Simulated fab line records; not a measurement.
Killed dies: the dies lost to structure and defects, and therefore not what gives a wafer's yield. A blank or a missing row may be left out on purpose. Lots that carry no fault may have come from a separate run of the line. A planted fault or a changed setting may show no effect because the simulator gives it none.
Matching of chambers -- flow sky130 -- SKY_LI_CONTACT_ETCH_14 on rie-diel-04: 4 sister chambers
The step etches BARC in N2/H2, stops on SiO2, time 45.9 s, target depth 60 nm. 8 wafers are shown with their chamber, then 7 later ones without.

== WAFERS, EACH WITH ITS CHAMBER ==
wafer,chamber,drypump-motor-current-A (A),bias-w (W)
L086.1,3,5.0,100.44
L087.1,3,5.0,100.34
L087.6,2,6.5,99.96
L088.2,1,4.9,100.23
L088.4,0,6.4,100.02
L088.5,0,6.4,100.43
L092.1,1,4.9,100.15
L092.2,2,6.4,100.02

== WAFERS WITHOUT THEIR CHAMBER ==
wafer,drypump-motor-current-A (A),bias-w (W)
L092.6,5.0,100.00
L093.1,6.4,99.55
L093.4,5.0,99.78
L093.5,6.3,100.26
L094.1,4.9,99.86
L094.3,5.0,99.38
L094.6,6.3,99.55

== EACH ONE'S CHAMBER ==
wafer,from the rows above,in truth
L092.6,can't be placed: 3 or 1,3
L093.1,can't be placed: 2 or 0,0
L093.4,can't be placed: 1 or 3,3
L093.5,can't be placed: 0 or 2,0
L094.1,1,1
L094.3,can't be placed: 1 or 3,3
L094.6,can't be placed: 2 or 0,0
1 of 7 placed correctly. Unplaceable from these rows: 6, with the true chamber sitting among the candidates in 6. Number placed wrongly: 0.
How it was worked out, from the rows above alone: a wafer's distance from a chamber is the root of the sum, over the readings, of the square of ((its reading less the chamber's mean) divided by the reading's scatter). The wafer belongs to the nearest chamber; if the next one is less than 2 further off, it can't be placed. The mean given for a chamber averages the wafers shown for that chamber. The scatter is the square root of a quotient: the sum, over the shown wafers, of each reading's squared deviation from its chamber's mean, divided by wafers minus chambers.
